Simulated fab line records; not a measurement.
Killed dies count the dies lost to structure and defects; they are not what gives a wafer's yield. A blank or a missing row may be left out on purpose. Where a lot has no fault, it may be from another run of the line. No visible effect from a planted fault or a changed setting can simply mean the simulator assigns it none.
fab line records | flow sky130
record: lots: 6 | wafers: 18 | last-day: 50
route steps=708 shown CAP2M@620 METAL4@621 PAD_OPEN@708
lots with no fault: from the same line, run without faults
start-h: hours from the record's opening day to when the first of the lot's shown wafers began | wait-h: hours from the lot's prior step to this one | " same as the row above | L1.1+2: several wafers, shown together as one row | - value missing, or start not given | * or withheld: withheld | < > ~ a bound
route shown NAME@n: names a module that has steps shown in the file, with the first one's number in the route | usual: mean and standard deviation over wafers with no fault | same: alike in all rows | chamber/n: place in a boat | sites: readings site by site | _std_site: the standard deviation of these | _edge_site: inner sites' mean taken away from outer sites' mean | radius-mm: for every site, how far away it sits from the centre of the wafer | mask NAME#n: copy n | behind: the tool/chamber that last shaped the wafer | hold: the reason the lot was held/the length of the hold in hours/how it ended | device: which transistor (n, p or np) failed to switch | end of line: the route-end tests of the same wafers | a step without rows: its recipe alone | killed: dies lost to structure and defects at the first sort, not the wafer's yield | map: a wafer's dies, marking killed ones x, the rest . and places with no die _
set.NAME: the setting that was run; set.NAME@STEP: the one run at that earlier step | model.NAME: the simulator's own value behind a step, which no gauge read
a table for each step, a row for each wafer; lots at some steps of the route
services: a tool's chamber out of use, with start hour (start-h, from the record's first day; less than 0 if before it), hours out, and reason
== steps ==
step: SKY_CAP2M_CLEAN_17
recipe: chemistry: O3/DIW | dry: n2-spin
step: SKY_METAL4_DEHYDRATE_05
recipe: temp-c: 200 | time-s: 60
step: SKY_METAL4_HMDS_06
recipe: prime-time-s: 60 | prime-temp-c: 120
step: SKY_METAL4_COAT_07
recipe: resist: BARC | temp-c: withheld | time-s: withheld | spin-rpm: 3000 | resist-thk-nm: 60
step: SKY_METAL4_COAT_08
recipe: resist: KrF-thick | spin-rpm: 3000 | resist-thk-nm: 1140
step: SKY_METAL4_SOFTBAKE_09
recipe: temp-c: 100 | time-s: 90 | resist: KrF-thick
step: SKY_METAL4_EXPOSE_10
recipe: mask-id: MM4 | na: 0.68 | source-shape: annular | sigma-inner: 0.4 | sigma-outer: 0.8 | target-cd-nm: 300 | dose-mj: 28
step: SKY_METAL4_PEB_11
recipe: peb-temp-c: withheld | peb-time-s: withheld | resist: KrF-thick
step: SKY_METAL4_DEVELOP_12
recipe: develop-time-s: 62.52 | resist: KrF-thick | dev-temp-c: 21
step: SKY_METAL4_CD_MEAS_13
recipe: target-cd-nm: 300
usual: cd-nm: 300.1/1.3
lot.wafer | tool      | chamber | start-h | wait-h | cd-nm
L693.4    | cd-sem-01 | -       | 980.33  | -      | 300.0
L693.5    | "         | -       | "       | "      | 300.4
L693.6    | "         | -       | "       | "      | 300.0
L694.1    | cd-sem-02 | -       | 998.32  | -      | 302.3
L694.2    | "         | -       | "       | "      | 301.8
L694.6    | "         | -       | "       | "      | 302.5
L702.2    | cd-sem-02 | -       | 1045.93 | -      | 298.9
L702.3    | "         | -       | "       | "      | 298.2
L702.6    | "         | -       | "       | "      | 298.6
L711.3    | cd-sem-01 | -       | 1100.66 | -      | 301.5
L711.5    | "         | -       | "       | "      | 301.6
L711.6    | "         | -       | "       | "      | 300.9
L712.1    | cd-sem-01 | -       | 1101.87 | -      | 301.5
L712.4    | "         | -       | "       | "      | 300.6
L712.6    | "         | -       | "       | "      | 303.1
L714.4    | cd-sem-01 | -       | 1113.02 | -      | 300.5
L714.5    | "         | -       | "       | "      | 302.2
L714.6    | "         | -       | "       | "      | 299.2
step: SKY_METAL4_OVL_MEAS_14
usual: METAL4_OVL: -4/4.8
lot.wafer | tool       | chamber | start-h | wait-h | METAL4_OVL[nm]
L693.4    | overlay-01 | -       | 980.41  | 0.1    | -2
L693.5    | "          | -       | "       | "      | 1
L693.6    | "          | -       | "       | "      | -3
L694.1    | overlay-01 | -       | 998.44  | 0.1    | -8
L694.2    | "          | -       | "       | "      | 1
L694.6    | "          | -       | "       | "      | -3
L702.2    | overlay-01 | -       | 1046.03 | 0.1    | -10
L702.3    | "          | -       | "       | "      | -8
L702.6    | "          | -       | "       | "      | -7
L711.3    | overlay-01 | -       | 1100.75 | 0.1    | 5
L711.5    | "          | -       | "       | "      | -3
L711.6    | "          | -       | "       | "      | -3
L712.1    | overlay-01 | -       | 1101.99 | 0.1    | -1
L712.4    | "          | -       | "       | "      | -6
L712.6    | "          | -       | "       | "      | -10
L714.4    | overlay-02 | -       | 1113.09 | 0.1    | 6
L714.5    | "          | -       | "       | "      | 2
L714.6    | "          | -       | "       | "      | 6
step: SKY_METAL4_DESCUM_15
recipe: chemistry: O2 | source-power-w: 150 | bias-power-w: 0 | pressure-mtorr: 10 | temp-c: 40 | time-s: 8
usual: chamber-pressure-mTorr: 10.001/0.008 | drypump-motor-current-A: 5.4/0.43 | he-backside-leak-sccm: 3.4/0.4 | oes-product-au: 1.000/0.0087
lot.wafer | tool         | chamber | start-h | wait-h | chamber-pressure-mTorr | drypump-motor-current-A | he-backside-leak-sccm | oes-product-au | rf-hours-counter-h
L693.4    | rie-metal-04 | 1       | 980.43  | 0.0    | 10.004                 | 4.9                     | 3.4                   | 1.004          | -
L693.5    | "            | 0       | "       | "      | 10.012                 | 5.5                     | 3.6                   | 1.014          | -
L693.6    | "            | 1       | "       | "      | 10.004                 | 4.9                     | 3.4                   | 1.003          | -
L694.1    | rie-metal-02 | 0       | 998.47  | 0.0    | 10.010                 | 6.3                     | 3.4                   | 0.983          | 18
L694.2    | "            | 1       | "       | "      | 9.995                  | 5.3                     | 3.4                   | 1.010          | 8
L694.6    | "            | 0       | "       | "      | 10.010                 | 6.3                     | 3.6                   | 0.992          | -
L702.2    | rie-metal-01 | 1       | 1046.07 | 0.0    | 9.995                  | 5.2                     | 3.2                   | 0.994          | -
L702.3    | "            | 1       | "       | "      | 10.005                 | 5.2                     | 3.2                   | 0.998          | -
L702.6    | "            | 1       | "       | "      | 10.003                 | 5.3                     | 3.1                   | 0.996          | -
L711.3    | rie-metal-01 | 0       | 1100.79 | 0.0    | 10.000                 | 5.4                     | 3.7                   | 1.015          | -
L711.5    | "            | 0       | "       | "      | 10.005                 | 5.4                     | 3.8                   | 1.012          | -
L711.6    | "            | 1       | "       | "      | 9.981                  | 5.3                     | 3.2                   | 1.003          | -
L712.1    | rie-metal-01 | 1       | 1102.02 | 0.0    | 10.005                 | 5.2                     | 3.2                   | 0.991          | 24
L712.4    | "            | 0       | "       | "      | 9.995                  | 5.4                     | 3.6                   | 1.011          | -
L712.6    | "            | 1       | "       | "      | 10.007                 | 5.2                     | 3.1                   | 1.000          | -
L714.4    | rie-metal-02 | 1       | 1113.12 | 0.0    | 10.000                 | 5.3                     | 3.3                   | 1.006          | -
L714.5    | "            | 1       | "       | "      | 10.011                 | 5.3                     | 3.4                   | 1.009          | -
L714.6    | "            | 0       | "       | "      | 10.009                 | 6.3                     | 3.3                   | 1.002          | -
step: SKY_METAL4_ETCH_16
recipe: chemistry: N2/H2 | target: BARC | ion-energy-ev: 200 | bias-w: 100 | pressure-mtorr: 30 | n2-flow-sccm: 100 | h2-flow-sccm: 200 | icp-w: 500 | stop-on: SiO2 | time-s: 88.2 | target-depth-a: 600
usual: chamber-pressure-mTorr: 30.002/0.026 | drypump-motor-current-A: 5.4/0.43 | he-backside-leak-sccm: 3.37/0.21 | oes-product-au: 0.627/0.0043 | run-length-s: 116.6/0.31 | throttle-valve-pct: 13.204/0.0093
lot.wafer | tool         | chamber | start-h | wait-h | chamber-pressure-mTorr | drypump-motor-current-A | he-backside-leak-sccm | oes-product-au | rf-hours-counter-h | run-length-s | throttle-valve-pct | model.KrF-thick_of_METAL4_COAT_08.thk-nm | model.METAL4.cd-nm
L693.4    | rie-metal-04 | 1       | 980.49  | 0.0    | 30.035                 | 5.0                     | 3.44                  | 0.631          | -                  | 116.5        | 13.217             | 1077                                     | 300.4
L693.5    | "            | 0       | "       | "      | 29.977                 | 5.6                     | 3.50                  | 0.632          | -                  | 116.1        | 13.210             | 1079                                     | 299.1
L693.6    | "            | 1       | "       | "      | 29.969                 | 4.9                     | 3.35                  | 0.623          | -                  | 116.0        | 13.197             | 1078                                     | 299.9
L694.1    | rie-metal-02 | 0       | 998.51  | 0.0    | 30.010                 | 6.3                     | 3.62                  | 0.626          | 18                 | 117.0        | 13.201             | 1083                                     | 304
L694.2    | "            | 1       | "       | "      | 30.003                 | 5.3                     | 3.34                  | 0.634          | 8                  | 116.7        | 13.203             | 1078                                     | 301.7
L694.6    | "            | 0       | "       | "      | 29.995                 | 6.3                     | 3.51                  | 0.626          | -                  | 117.0        | 13.211             | 1080                                     | 303.6
L702.2    | rie-metal-01 | 1       | 1046.16 | 0.1    | 29.979                 | 5.2                     | 3.07                  | 0.628          | -                  | 116.9        | 13.209             | 1078                                     | 298.2
L702.3    | "            | 1       | "       | "      | 30.003                 | 5.2                     | 3.12                  | 0.628          | -                  | 116.6        | 13.206             | 1081                                     | 299.5
L702.6    | "            | 1       | "       | "      | 30.018                 | 5.3                     | 3.06                  | 0.626          | -                  | 117.3        | 13.202             | 1082                                     | 298.8
L711.3    | rie-metal-01 | 0       | 1100.84 | 0.0    | 30.031                 | 5.4                     | 3.65                  | 0.629          | -                  | 116.7        | 13.204             | 1074                                     | 300.7
L711.5    | "            | 0       | "       | "      | 30.012                 | 5.4                     | 3.64                  | 0.638          | -                  | 117.2        | 13.204             | 1072                                     | 300.3
L711.6    | "            | 1       | "       | "      | 29.976                 | 5.3                     | 3.08                  | 0.858          | -                  | 88.6         | 13.222             | 1091                                     | 304.5
L712.1    | rie-metal-01 | 1       | 1102.06 | 0.0    | 30.025                 | 5.3                     | 3.18                  | 0.865          | 24                 | 88.7         | 13.232             | 1092                                     | 307
L712.4    | "            | 0       | "       | "      | 30.013                 | 5.4                     | 3.66                  | 0.631          | -                  | 116.6        | 13.203             | 1076                                     | 299.8
L712.6    | "            | 1       | "       | "      | 29.966                 | 5.3                     | 3.12                  | 0.858          | -                  | 88.5         | 13.209             | 1095                                     | 308.7
L714.4    | rie-metal-02 | 1       | 1113.18 | 0.0    | 30.001                 | 5.3                     | 3.22                  | 0.633          | -                  | 116.4        | 13.200             | 1081                                     | 301.2
L714.5    | "            | 1       | "       | "      | 29.987                 | 5.3                     | 3.27                  | 0.629          | -                  | 116.5        | 13.209             | 1079                                     | 303.7
L714.6    | "            | 0       | "       | "      | 30.021                 | 6.3                     | 3.36                  | 0.626          | -                  | 116.8        | 13.222             | 1081                                     | 298
step: SKY_METAL4_ETCH_17
recipe: target: SiO2 | stop-on: TiN | chemistry: C4F8/O2/Ar | source-w: 1500 | bias-w: 1200 | pressure-mtorr: 40 | c4f8-flow-sccm: withheld | O2_flow_sccm: 6 | Ar_flow_sccm: 300 | time-s: 3.9 | target-depth-a: 150
usual: chamber-pressure-mTorr: 40.00/0.039 | oes-product-au: 0.756/0.0079
lot.wafer | tool        | chamber | start-h | wait-h | chamber-pressure-mTorr | oes-product-au | rf-hours-counter-h | model.METAL4.cd-nm
L693.4    | rie-diel-02 | 3       | 980.55  | 0.0    | 39.96                  | 0.759          | 16                 | 300.4
L693.5    | "           | 2       | "       | "      | 40.03                  | 0.762          | -                  | 299.1
L693.6    | "           | 1       | "       | "      | 39.96                  | 0.766          | -                  | 299.9
L694.1    | rie-diel-03 | 3       | 998.60  | 0.1    | 39.98                  | 0.745          | 19                 | 304.1
L694.2    | "           | 2       | "       | "      | 40.06                  | 0.757          | 12                 | 301.6
L694.6    | "           | 2       | "       | "      | 40.03                  | 0.760          | -                  | 303.5
L702.2    | rie-diel-03 | 3       | 1046.32 | 0.1    | 40.02                  | 0.754          | 21                 | 298.2
L702.3    | "           | 2       | "       | "      | 40.01                  | 0.758          | 14                 | 299.4
L702.6    | "           | 0       | "       | "      | 40.03                  | 0.760          | -                  | 298.7
L711.3    | rie-diel-02 | 1       | 1100.90 | 0.0    | 40.00                  | 0.756          | 24                 | 300.8
L711.5    | "           | 2       | "       | "      | 39.96                  | 0.762          | -                  | 300.2
L711.6    | "           | 1       | "       | "      | 39.98                  | 0.759          | -                  | 304.5
L712.1    | rie-diel-02 | 1       | 1102.15 | 0.1    | 40.04                  | 0.749          | 24                 | 307.1
L712.4    | "           | 3       | "       | "      | 40.01                  | 0.759          | 20                 | 299.9
L712.6    | "           | 3       | "       | "      | 39.94                  | 0.755          | -                  | 308.7
L714.4    | rie-diel-03 | 0       | 1113.24 | 0.0    | 39.98                  | 0.753          | 12                 | 301.1
L714.5    | "           | 0       | "       | "      | 40.03                  | 0.758          | -                  | 303.7
L714.6    | "           | 3       | "       | "      | 39.99                  | 0.764          | -                  | 298.1
step: SKY_METAL4_METAL_ETCH_18
recipe: target-depth-a: 8450 | stop-on: SiO2 | over-etch-frac: 0.3 | time-s: 183.1 | chemistry: Cl2/BCl3 | resist-sidewall-deg: 88 | pressure-mtorr: 10 | icp-w: 900 | bias-w: 48.5 | Cl2_flow_sccm: 60 | bcl3-flow-sccm: 30
usual: chamber-pressure-mTorr: 9.999/0.01 | drypump-motor-current-A: 5.4/0.36 | he-backside-leak-sccm: 3.35/0.23 | oes-product-au: 0.865/0.0059 | run-length-s: 211.6/0.7 | throttle-valve-pct: 22.264/0.0094
lot.wafer | tool         | chamber | start-h | wait-h | chamber-pressure-mTorr | drypump-motor-current-A | he-backside-leak-sccm | oes-product-au | rf-hours-counter-h | run-length-s | throttle-valve-pct | model.KrF-thick_of_METAL4_COAT_08.thk-nm
L693.4    | rie-metal-01 | 1       | 980.63  | 0.1    | 10.009                 | 5.3                     | 3.10                  | 0.867          | -                  | 211.6        | 22.255             | 525.8
L693.5    | "            | 0       | "       | "      | 10.010                 | 5.4                     | 3.70                  | 0.870          | -                  | 211.5        | 22.266             | 515.3
L693.6    | "            | 1       | "       | "      | 9.975                  | 5.2                     | 3.03                  | 0.865          | -                  | 212.0        | 22.263             | 525.9
L694.1    | rie-metal-01 | 0       | 998.62  | 0.0    | 9.989                  | 5.3                     | 3.52                  | 0.869          | 13                 | 211.3        | 22.264             | 525.9
L694.2    | "            | 1       | "       | "      | 10.001                 | 5.2                     | 3.10                  | 0.867          | 17                 | 211.7        | 22.262             | 529.2
L694.6    | "            | 0       | "       | "      | 10.007                 | 5.4                     | 3.59                  | 0.868          | -                  | 211.4        | 22.264             | 519.9
L702.2    | rie-metal-02 | 0       | 1046.34 | 0.0    | 9.993                  | 6.3                     | 3.54                  | 0.860          | 21                 | 212.2        | 22.250             | 545.1
L702.3    | "            | 1       | "       | "      | 9.997                  | 5.3                     | 3.28                  | 0.867          | -                  | 211.3        | 22.261             | 531.8
L702.6    | "            | 0       | "       | "      | 9.982                  | 6.3                     | 3.26                  | 0.858          | -                  | 212.1        | 22.258             | 542.2
L711.3    | rie-metal-02 | 0       | 1100.98 | 0.1    | 10.009                 | 6.3                     | 3.51                  | 0.866          | -                  | 211.7        | 22.254             | 529.6
L711.5    | "            | 1       | "       | "      | 9.981                  | 5.3                     | 3.27                  | 0.863          | -                  | 211.3        | 22.270             | 524.5
L711.6    | "            | 0       | "       | "      | 9.998                  | 6.3                     | 3.30                  | 0.863          | -                  | 211.8        | 22.279             | 544
L712.1    | rie-metal-04 | 0       | 1102.17 | 0.0    | 9.995                  | 5.6                     | 3.63                  | 0.863          | 4                  | 211.1        | 22.256             | 548.4
L712.4    | "            | 1       | "       | "      | 9.987                  | 4.9                     | 3.35                  | 0.869          | -                  | 210.7        | 22.267             | 522.1
L712.6    | "            | 1       | "       | "      | 10.010                 | 5.0                     | 3.31                  | 0.872          | -                  | 210.7        | 22.254             | 539.5
L714.4    | rie-metal-04 | 0       | 1113.44 | 0.2    | 9.994                  | 5.5                     | 3.62                  | 0.871          | -                  | 211.1        | 22.275             | 530.7
L714.5    | "            | 0       | "       | "      | 10.016                 | 5.5                     | 3.63                  | 0.862          | -                  | 211.7        | 22.260             | 533.5
L714.6    | "            | 0       | "       | "      | 10.012                 | 5.5                     | 3.68                  | 0.871          | -                  | 211.8        | 22.273             | 529.4
step: SKY_METAL4_STRIP_19
recipe: chemistry: O2/N2 | power-w: 1400 | pressure-mtorr: 1500 | platen-temp-c: withheld | o2-flow-sccm: 3000 | n2-flow-sccm: 300 | overash-fraction: 0.5
usual: chamber-pressure-mTorr: 1500.1/1.3 | drypump-motor-current-A: 5.5/0.35 | oes-product-au: 0.501/0.0055 | strip-time-to-endpoint-s: 6.51/0.08
lot.wafer | tool            | chamber | start-h | wait-h | chamber-pressure-mTorr | drypump-motor-current-A | oes-product-au | rf-hours-counter-h | strip-time-to-endpoint-s
L693.4    | plasma-asher-02 | 1       | 980.78  | 0.1    | 1500.7                 | 6.1                     | 0.503          | -                  | 6.53
L693.5    | "               | 0       | "       | "      | 1499.6                 | 5.4                     | 0.506          | -                  | 6.41
L693.6    | "               | 1       | "       | "      | 1499.8                 | 6.0                     | 0.494          | -                  | 6.51
L694.1    | plasma-asher-02 | 1       | 998.80  | 0.1    | 1500.0                 | 6.1                     | 0.504          | 24                 | 6.50
L694.2    | "               | 0       | "       | "      | 1497.9                 | 5.4                     | 0.496          | 24                 | 6.55
L694.6    | "               | 0       | "       | "      | 1500.9                 | 5.4                     | 0.499          | -                  | 6.46
L702.2    | plasma-asher-02 | 1       | 1046.52 | 0.1    | 1501.9                 | 6.0                     | 0.513          | 29                 | 6.71
L702.3    | "               | 1       | "       | "      | 1501.8                 | 6.1                     | 0.499          | -                  | 6.58
L702.6    | "               | 0       | "       | "      | 1503.2                 | 5.4                     | 0.517          | -                  | 6.69
L711.3    | plasma-asher-03 | 1       | 1101.13 | 0.1    | 1500.0                 | 5.1                     | 0.499          | -                  | 6.56
L711.5    | "               | 1       | "       | "      | 1499.7                 | 5.1                     | 0.502          | -                  | 6.51
L711.6    | "               | 0       | "       | "      | 1499.9                 | 5.6                     | 0.517          | -                  | 6.71
L712.1    | plasma-asher-04 | 1       | 1102.35 | 0.1    | 1500.1                 | 5.7                     | 0.506          | 3                  | 6.76
L712.4    | "               | 1       | "       | "      | 1504.0                 | 5.6                     | 0.492          | -                  | 6.49
L712.6    | "               | 0       | "       | "      | 1500.1                 | 5.0                     | 0.506          | -                  | 6.67
L714.4    | plasma-asher-02 | 0       | 1113.65 | 0.2    | 1500.3                 | 5.4                     | 0.507          | -                  | 6.57
L714.5    | "               | 1       | "       | "      | 1498.6                 | 6.0                     | 0.501          | -                  | 6.59
L714.6    | "               | 0       | "       | "      | 1499.4                 | 5.4                     | 0.496          | -                  | 6.56
step: SKY_PAD_OPEN_PROBE_99
usual: defect-limited-yield: 82.5/1.9 | killed_at_M0_to_M3: 42/7.2 | killed_at_M4_up: 3.5/1.8 | killed-at-contacts: 25/5.7 | killed-at-front-end: 16/4.6 | killed-at-other: 0.2/0.41 | killed-dies: 86/9.3 | killed-open: 47/6.3 | killed-short: 39/5.9 | sort_bin_3_pad_short: 0.9/0.44 | sort_bin_5_function: 10.3/1.5 | sort_bin_6_memory: 6.3/1 | sort-n-pass: 406/9.3 | sort-yield-pct: 82.5/1.9
same: gross-dies: 492 | killed-at-back-side: 0 | sort_bin_4_leakage[%]: 0 | sort_bin_8_speed[%]: 0
lot.wafer | tool      | chamber | start-h | wait-h | defect-limited-yield[%] | killed_at_M0_to_M3 | killed_at_M4_up | killed-at-contacts | killed-at-front-end | killed-at-other | killed-dies | killed-open | killed-short | sort_bin_3_pad_short[%] | sort_bin_5_function[%] | sort_bin_6_memory[%] | sort-n-pass | sort-yield-pct[%]
L693.4    | prober-02 | -       | 1077.58 | 0.2    | 85.8                    | 35                 | 2               | 17                 | 16                  | 0               | 70          | 38          | 32           | 0                       | 9.3                    | 4.9                  | 422         | 85.8
L693.5    | prober-02 | -       | 1077.63 | 0.2    | 83.5                    | 48                 | 0               | 21                 | 12                  | 0               | 81          | 42          | 39           | 1.6                     | 8.7                    | 6.1                  | 411         | 83.5
L693.6    | prober-02 | -       | 1077.68 | 0.2    | 85.2                    | 39                 | 3               | 22                 | 9                   | 0               | 73          | 44          | 29           | 0.2                     | 8.3                    | 6.3                  | 419         | 85.2
L702.2    | prober-02 | -       | 1133.62 | 0.1    | 81.9                    | 39                 | 5               | 22                 | 23                  | 0               | 89          | 50          | 39           | 1.0                     | 9.8                    | 7.3                  | 403         | 81.9
L702.3    | prober-02 | -       | 1133.67 | 0.2    | 85.6                    | 33                 | 1               | 22                 | 14                  | 1               | 71          | 43          | 28           | 0.6                     | 8.3                    | 5.5                  | 421         | 85.6
L702.6    | prober-02 | -       | 1133.82 | 0.2    | 83.5                    | 44                 | 4               | 21                 | 12                  | 0               | 81          | 39          | 42           | 0.2                     | 10.6                   | 5.7                  | 411         | 83.5
L714.4    | prober-02 | -       | 1191.84 | 0.2    | 83.9                    | 35                 | 3               | 27                 | 14                  | 0               | 79          | 44          | 35           | 1.8                     | 8.3                    | 5.9                  | 413         | 83.9
L714.5    | prober-02 | -       | 1191.89 | 0.2    | 83.7                    | 36                 | 7               | 22                 | 14                  | 1               | 80          | 38          | 42           | 0.4                     | 10.4                   | 5.5                  | 412         | 83.7
L714.6    | prober-02 | -       | 1191.94 | 0.2    | 80.9                    | 56                 | 2               | 18                 | 17                  | 1               | 94          | 50          | 44           | 1.2                     | 10.6                   | 7.3                  | 398         | 80.9
killed by level:class
L693.4 VIA2:geometric-particle:open=10 CONTACT:geometric-particle:open=8 FIELD_ISO:geometric-particle:short=6 VIA3:geometric-particle:open=6 VIA1:geometric-particle:open=5 POLY_GATE:geometric-particle:short=4 LI_CONTACT:geometric-particle:short=4 METAL2:geometric-particle:short=4
L693.5 CONTACT:geometric-particle:open=11 METAL1:geometric-particle:short=8 VIA1:geometric-particle:open=7 VIA3:geometric-particle:open=7 VIA2:geometric-particle:open=6 VIA1:geometric-particle:short=6 LI_CONTACT:geometric-particle:open=5 VIA2:geometric-particle:short=5
L693.6 VIA1:geometric-particle:open=9 CONTACT:geometric-particle:open=7 VIA2:geometric-particle:open=7 LI_CONTACT:geometric-particle:open=6 LOCAL_INTERCONNECT:geometric-particle:short=5 VIA2:geometric-particle:short=5 METAL3:geometric-particle:short=4 VIA3:geometric-particle:open=4
L702.2 CONTACT:geometric-particle:open=10 VIA1:geometric-particle:open=8 LI_CONTACT:geometric-particle:open=6 POLY_GATE:geometric-particle:open=5 VIA3:geometric-particle:open=5 FIELD_ISO:geometric-particle:short=4 POLY_GATE:geometric-particle:short=4 VIA1:geometric-particle:short=4
L702.3 VIA1:geometric-particle:open=11 CONTACT:geometric-particle:open=10 VIA2:geometric-particle:open=6 METAL1:geometric-particle:short=5 VIA3:geometric-particle:open=5 LI_CONTACT:geometric-particle:open=4 VIA1:geometric-particle:short=4 FIELD_ISO:geometric-particle:open=3
L702.6 VIA1:geometric-particle:open=12 CONTACT:geometric-particle:open=8 POLY_GATE:geometric-particle:short=6 METAL1:geometric-particle:short=6 LI_CONTACT:geometric-particle:open=5 VIA2:geometric-particle:open=5 LOCAL_INTERCONNECT:geometric-particle:short=4 VIA1:geometric-particle:short=4
L714.4 LI_CONTACT:geometric-particle:open=11 POLY_GATE:geometric-particle:open=8 METAL1:geometric-particle:short=7 VIA3:geometric-particle:open=7 CONTACT:geometric-particle:short=6 CONTACT:geometric-particle:open=5 VIA1:geometric-particle:short=5 LOCAL_INTERCONNECT:geometric-particle:short=5
L714.5 CONTACT:geometric-particle:open=10 VIA1:geometric-particle:open=7 METAL4:geometric-particle:short=6 METAL2:geometric-particle:short=6 LOCAL_INTERCONNECT:geometric-particle:short=5 VIA1:geometric-particle:short=5 VIA3:geometric-particle:open=4 FIELD_ISO:geometric-particle:short=3
L714.6 VIA3:geometric-particle:open=14 VIA1:geometric-particle:open=10 POLY_GATE:geometric-particle:short=7 LI_CONTACT:geometric-particle:open=7 VIA2:geometric-particle:open=7 METAL2:geometric-particle:short=6 VIA1:geometric-particle:short=6 METAL3:geometric-particle:short=4
== services ==
tool            | chamber | start-h | hours | kind
plasma-asher-02 | -       | 956.72  | 0.5   | repair
plasma-asher-02 | -       | 978.00  | 1.7   | repair
rie-diel-03     | 1       | 1001.77 | 13.3  | repair
plasma-asher-04 | -       | 1015.52 | 3.1   | repair
rie-metal-04    | 0       | 1030.98 | -     | clean
rie-metal-04    | 0       | 1030.98 | 21.6  | scheduled-down
rie-metal-04    | 0       | 1030.98 | 21.6  | vent-cycle
rie-metal-01    | 0       | 1033.46 | 1.9   | repair
rie-metal-01    | 0       | 1042.65 | 16.9  | repair
rie-diel-02     | -       | 1045.57 | 0.1   | repair
rie-metal-01    | 1       | 1048.55 | 8.3   | repair
plasma-asher-04 | -       | 1055.25 | 9.0   | pm
plasma-asher-04 | 0       | 1055.25 | 9.0   | vent-cycle
rie-metal-02    | 0       | 1060.12 | -     | clean
rie-metal-02    | 0       | 1060.12 | 25.4  | scheduled-down
rie-metal-02    | 0       | 1060.12 | 25.4  | vent-cycle
rie-metal-01    | -       | 1068.86 | 2.8   | pm
rie-diel-03     | 2       | 1072.85 | 11.3  | repair
plasma-asher-02 | -       | 1075.04 | 14.6  | pm
plasma-asher-03 | -       | 1078.52 | 2.8   | pm
plasma-asher-04 | -       | 1091.35 | 8.5   | repair
rie-metal-04    | 1       | 1112.54 | -     | clean
rie-metal-04    | 1       | 1112.54 | 15.8  | scheduled-down
rie-metal-04    | 1       | 1112.54 | 15.8  | vent-cycle
== key ==
first-sign: step: SKY_METAL4_ETCH_16 | reading: run-length-s | direction: down | sigmas: 90 | usual: * | struck: *
effect: step: SKY_METAL4_ETCH_16 | reading: oes-product-au | direction: up | sigmas: 55 | usual: 0.627 | struck: 0.860
model-effect: step: SKY_METAL4_ETCH_16 | value: KrF-thick_of_METAL4_COAT_08.thk-nm | without: 1077 | struck: 1093
model-effect: step: SKY_METAL4_ETCH_17 | value: METAL4.cd-nm | without: 301.5 | struck: 306.8
model-effect: step: SKY_METAL4_METAL_ETCH_18 | value: KrF-thick_of_METAL4_COAT_08.thk-nm | without: 528 | struck: 544
met-at SKY_METAL4_ETCH_16
struck-wafers L711.6,L712.1,L712.6
onset-between 1046.16 1100.84
fault: kind: process-parameter-drift | tool: rie-metal-01 | chamber: 1 | onset-h: 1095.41 | steps: SKY_METAL4_ETCH_16 | channel: time-s | offset: * | shape: step | end-h: 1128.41 | acts-in: * | stated: *
